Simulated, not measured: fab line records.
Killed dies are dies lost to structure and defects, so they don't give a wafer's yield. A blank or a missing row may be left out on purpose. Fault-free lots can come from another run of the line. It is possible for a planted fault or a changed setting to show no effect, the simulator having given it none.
fab line records    flow sky130
[record] lots = 13  wafers = 39  lastDay = 50
route steps=708 shown VT_ADJUST_HVTR@138 GATE_OXIDE@189 POLY_GATE@205 LDD_P@261
lots untouched by any fault: they come from a run of this same line in which no faults occurred
startH: hours from the record's opening day to when the first of the lot's shown wafers began    waitH: hours since the lot's step before    " unchanged from the row above    L1.1+2: several wafers, shown together as one row    - no value present, or no start provided    * or withheld: withheld    < > ~ a bound
route shown NAME@n: NAME is a module with steps in the file, n the number in the route of the first one    usual: mean/standard deviation of fault-free wafers    same: alike in all rows    chamber/n: place in a boat    sites: the reading at each site    _std_site: the values' standard deviation    _edge_site: inner sites' mean taken away from outer sites' mean    radiusMm: for every site, how far away it sits from the centre of the wafer    mask NAME#n: copy n    behind: the most recent tool/chamber to have shaped the wafer    hold: the reason the lot was held/the length of the hold in hours/how it ended    device: which transistor (n, p or np) failed to switch    end of line: the same wafers' tests at the end of the route    a step without rows: its recipe alone    killed: not the wafer's yield, but the dies lost to structure and defects at the first sort    map: the dies of a wafer, with x for killed, . for not killed, _ for no die there
set.NAME: setting as actually run; set.NAME@STEP: the setting as run at that earlier step    model.NAME: the simulator's own value behind a step, which no gauge read
a sample of lots followed through the steps of the route, with each step as a table and each wafer as a row
[[steps]]
[step SKY_VT_ADJUST_HVTR_CD_MEAS_07]
[recipe] targetCdNm = 380
[usual] cdNm = 380.2/2.5
lot.wafer  tool      chamber  startH  waitH  cdNm
L662.3     cdSem-02  -        198.09  0.1    384.6
L662.4     "         -        "       "      380.1
L662.5     "         -        "       "      380.6
L664.1     cdSem-01  -        208.32  0.1    379.8
L664.2     "         -        "       "      378.4
L664.6     "         -        "       "      381.0
L665.1     cdSem-01  -        217.80  0.1    379.6
L665.5     "         -        "       "      381.1
L665.6     "         -        "       "      380.8
L666.1     cdSem-02  -        225.12  0.1    379.8
L666.3     "         -        "       "      380.6
L666.6     "         -        "       "      378.6
L667.1     cdSem-01  -        233.07  0.1    376.7
L667.4     "         -        "       "      377.7
L667.6     "         -        "       "      377.9
L668.1     cdSem-01  -        238.02  0.1    381.3
L668.3     "         -        "       "      382.2
L668.5     "         -        "       "      379.1
L669.2     cdSem-02  -        245.66  0.2    380.5
L669.3     "         -        "       "      382.6
L669.6     "         -        "       "      383.9
L670.2     cdSem-02  -        249.59  0.1    380.4
L670.4     "         -        "       "      379.8
L670.6     "         -        "       "      379.4
L676.1     cdSem-01  -        294.87  0.1    384.0
L676.2     "         -        "       "      380.2
L676.5     "         -        "       "      384.5
L679.1     cdSem-01  -        315.75  0.1    380.8
L679.5     "         -        "       "      383.6
L679.6     "         -        "       "      382.7
L680.1     cdSem-02  -        320.37  0.1    378.1
L680.4     "         -        "       "      375.4
L680.5     "         -        "       "      372.6
L681.1     cdSem-02  -        327.82  0.1    386.5
L681.4     "         -        "       "      384.3
L681.5     "         -        "       "      385.7
L684.1     cdSem-01  -        352.75  0.1    374.6
L684.3     "         -        "       "      372.1
L684.6     "         -        "       "      374.3
[step SKY_GATE_OXIDE_THK_MEAS_02]
[recipe] reads = SiO2_of_GATE_OXIDE_OXIDATION_01
[usual] GATE_OXIDE_OXIDATION_00_THK = 10.24/0.19
lot.wafer  tool          chamber  startH  waitH  GATE_OXIDE_OXIDATION_00_THK[nm]
L662.3     filmMetro-04  -        277.17  0.0    10.27
L662.4     "             -        "       "      10.36
L662.5     "             -        "       "      10.27
L664.1     filmMetro-04  -        285.75  0.0    10.50
L664.2     "             -        "       "      10.35
L664.6     "             -        "       "      10.40
L665.1     filmMetro-02  -        296.78  0.0    10.39
L665.5     "             -        "       "      10.19
L665.6     "             -        "       "      10.31
L666.1     filmMetro-02  -        306.45  0.0    10.09
L666.3     "             -        "       "      10.00
L666.6     "             -        "       "      10.05
L667.1     filmMetro-02  -        312.04  0.0    9.98
L667.4     "             -        "       "      10.25
L667.6     "             -        "       "      10.24
L668.1     filmMetro-02  -        317.94  0.0    9.95
L668.3     "             -        "       "      10.10
L668.5     "             -        "       "      10.11
L669.2     filmMetro-04  -        328.05  0.0    10.24
L669.3     "             -        "       "      10.20
L669.6     "             -        "       "      10.01
L670.2     filmMetro-04  -        330.85  0.0    10.22
L670.4     "             -        "       "      10.19
L670.6     "             -        "       "      10.10
L676.1     filmMetro-02  -        380.54  0.0    9.82
L676.2     "             -        "       "      9.94
L676.5     "             -        "       "      9.87
L679.1     filmMetro-02  -        407.20  0.0    10.34
L679.5     "             -        "       "      10.22
L679.6     "             -        "       "      10.37
L680.1     filmMetro-01  -        413.04  0.0    10.45
L680.4     "             -        "       "      10.61
L680.5     "             -        "       "      10.84
L681.1     filmMetro-01  -        420.61  0.0    10.23
L681.4     "             -        "       "      10.12
L681.5     "             -        "       "      10.13
L684.1     filmMetro-02  -        449.90  0.0    10.33
L684.3     "             -        "       "      10.19
L684.6     "             -        "       "      9.99
[step SKY_POLY_GATE_THK_MEAS_01]
[recipe] reads = poly-Si_of_POLY_GATE_CVD_00
[usual] POLY_GATE_CVD_00_THK = 179.7/1.6
lot.wafer  tool          chamber  startH  waitH  POLY_GATE_CVD_00_THK[nm]
L662.3     filmMetro-02  -        306.26  0.0    179.2
L662.4     "             -        "       "      179.5
L662.5     "             -        "       "      179.8
L664.1     filmMetro-04  -        313.66  0.0    180.6
L664.2     "             -        "       "      181.9
L664.6     "             -        "       "      182.0
L665.1     filmMetro-02  -        326.57  0.0    177.4
L665.5     "             -        "       "      179.3
L665.6     "             -        "       "      178.9
L666.1     filmMetro-02  -        335.30  0.0    179.6
L666.3     "             -        "       "      178.7
L666.6     "             -        "       "      179.8
L667.1     filmMetro-04  -        342.03  0.0    179.3
L667.4     "             -        "       "      178.5
L667.6     "             -        "       "      179.6
L668.1     filmMetro-03  -        347.68  0.0    179.6
L668.3     "             -        "       "      180.1
L668.5     "             -        "       "      178.5
L669.2     filmMetro-03  -        358.49  0.0    176.6
L669.3     "             -        "       "      177.0
L669.6     "             -        "       "      176.4
L670.2     filmMetro-03  -        361.41  0.0    180.9
L670.4     "             -        "       "      180.8
L670.6     "             -        "       "      178.5
L676.1     filmMetro-02  -        411.56  0.0    183.5
L676.2     "             -        "       "      182.1
L676.5     "             -        "       "      182.3
L679.1     filmMetro-04  -        439.80  0.0    181.0
L679.5     "             -        "       "      180.8
L679.6     "             -        "       "      180.4
L680.1     filmMetro-02  -        446.35  0.0    180.1
L680.4     "             -        "       "      178.3
L680.5     "             -        "       "      180.5
L681.1     filmMetro-02  -        455.54  0.0    181.7
L681.4     "             -        "       "      181.1
L681.5     "             -        "       "      181.3
L684.1     filmMetro-04  -        487.70  0.0    178.4
L684.3     "             -        "       "      177.8
L684.6     "             -        "       "      178.4
[step SKY_LDD_P_DEVELOP_06]
[recipe] resist = NOVOLAK  developer = TMAH  developTimeS = 60  devTempC = 23
[usual] chillPlateTempC = 23.01/0.098  developerTempC = 23.00/0.12  exhaustPa = 44.8/1
lot.wafer  tool           chamber  startH  waitH  chillPlateTempC  developerTempC  exhaustPa
L662.3     lithoTrack-02  0        421.27  0.1    23.02            22.98           43.3
L662.4     "              0        "       "      22.91            22.98           44.7
L662.5     "              0        "       "      23.07            23.03           41.9
L664.1     lithoTrack-02  0        430.02  0.1    22.89            22.97           44.1
L664.2     "              0        "       "      23.20            22.84           44.7
L664.6     "              0        "       "      23.09            23.00           44.4
L665.1     lithoTrack-02  0        446.92  0.1    23.11            22.94           45.5
L665.5     "              0        "       "      23.07            22.86           44.5
L665.6     "              0        "       "      23.04            23.00           43.4
L666.1     lithoTrack-02  0        457.02  0.1    23.17            22.86           44.8
L666.3     "              0        "       "      23.04            22.88           45.2
L666.6     "              0        "       "      23.10            22.94           45.0
L667.1     lithoTrack-02  0        464.97  0.1    22.97            23.18           44.1
L667.4     "              0        "       "      22.89            23.24           44.7
L667.6     "              0        "       "      23.00            23.23           44.6
L668.1     lithoTrack-02  0        471.57  0.1    22.83            23.13           44.7
L668.3     "              0        "       "      23.05            23.06           45.8
L668.5     "              0        "       "      23.12            23.03           45.4
L669.2     lithoTrack-03  0        485.14  0.1    23.10            23.04           46.8
L669.3     "              0        "       "      23.16            23.07           45.6
L669.6     "              0        "       "      23.03            23.15           46.0
L670.2     lithoTrack-02  0        489.29  0.1    22.97            23.08           44.1
L670.4     "              0        "       "      22.91            23.02           44.4
L670.6     "              0        "       "      23.04            22.96           45.8
L676.1     lithoTrack-03  0        537.91  0.1    23.24            22.99           44.2
L676.2     "              0        "       "      22.99            23.07           44.9
L676.5     "              0        "       "      22.85            23.23           44.0
L679.1     lithoTrack-03  0        568.71  0.1    22.89            22.88           47.3
L679.5     "              0        "       "      22.91            23.06           45.7
L679.6     "              0        "       "      22.97            22.95           45.6
L680.1     lithoTrack-02  0        574.87  0.1    23.12            23.08           45.4
L680.4     "              0        "       "      23.12            23.02           45.4
L680.5     "              0        "       "      23.06            23.08           46.1
L681.1     lithoTrack-02  0        599.57  0.1    23.04            23.00           44.7
L681.4     "              0        "       "      23.01            23.00           43.4
L681.5     "              0        "       "      23.04            23.01           45.5
L684.1     lithoTrack-01  0        613.05  0.1    22.89            22.90           46.4
L684.3     "              0        "       "      22.93            22.88           45.9
L684.6     "              0        "       "      22.81            22.94           46.1
[step SKY_LDD_P_CD_MEAS_07]
[recipe] targetCdNm = 380
[usual] cdNm = 380.2/2.3
lot.wafer  tool      chamber  startH  waitH  cdNm
L662.3     cdSem-01  -        421.41  0.1    381.0
L662.4     "         -        "       "      381.5
L662.5     "         -        "       "      377.6
L664.1     cdSem-01  -        430.17  0.1    381.1
L664.2     "         -        "       "      382.0
L664.6     "         -        "       "      380.3
L665.1     cdSem-01  -        447.07  0.1    380.7
L665.5     "         -        "       "      382.9
L665.6     "         -        "       "      382.5
L666.1     cdSem-02  -        457.17  0.1    378.5
L666.3     "         -        "       "      379.4
L666.6     "         -        "       "      382.8
L667.1     cdSem-02  -        465.12  0.1    382.6
L667.4     "         -        "       "      380.3
L667.6     "         -        "       "      381.3
L668.1     cdSem-01  -        471.72  0.1    381.4
L668.3     "         -        "       "      380.5
L668.5     "         -        "       "      380.5
L669.2     cdSem-01  -        485.28  0.1    377.9
L669.3     "         -        "       "      376.5
L669.6     "         -        "       "      379.3
L670.2     cdSem-02  -        489.44  0.1    380.6
L670.4     "         -        "       "      383.5
L670.6     "         -        "       "      383.3
L676.1     cdSem-02  -        538.06  0.1    387.4
L676.2     "         -        "       "      303.0
L676.5     "         -        "       "      304.7
L679.1     cdSem-02  -        568.86  0.1    385.1
L679.5     "         -        "       "      306.1
L679.6     "         -        "       "      385.2
L680.1     cdSem-02  -        575.02  0.1    378.2
L680.4     "         -        "       "      379.5
L680.5     "         -        "       "      379.7
L681.1     cdSem-02  -        599.72  0.1    378.6
L681.4     "         -        "       "      378.6
L681.5     "         -        "       "      375.6
L684.1     cdSem-01  -        613.20  0.1    382.7
L684.3     "         -        "       "      382.8
L684.6     "         -        "       "      383.2
[[key]]
[firstSign] step = SKY_LDD_P_CD_MEAS_07  reading = cdNm  direction = down  sigmas = 34  usual = 380.2  struck = 304.6
effect none on later readings
metAt SKY_LDD_P_DEVELOP_06
struckLots L676,L679
struckWafers L676.2,L676.5,L679.5
testerLeftOut L676,L679
notActingAt SKY_VT_ADJUST_HVTR_CD_MEAS_07,SKY_GATE_OXIDE_THK_MEAS_02,SKY_POLY_GATE_THK_MEAS_01
onsetBetween 485.14 537.91
[fault] kind = processParameterDrift  tool = lithoTrack-03  chamber = -  onsetH = 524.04  steps = SKY_LDD_P_DEVELOP_06  channel = developTimeS  offset = *  shape = step  endH = 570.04  scope = struckWafersOnly  actsIn = *  stated = *
// testerLeftOut: of these lots the tester's yield and bins aren't shown, on N5 and GAA mostly nor the transistor test; their killed dies are dies lost to structure and defects alone, not to doping, threshold or leakage, so they don't give the yield
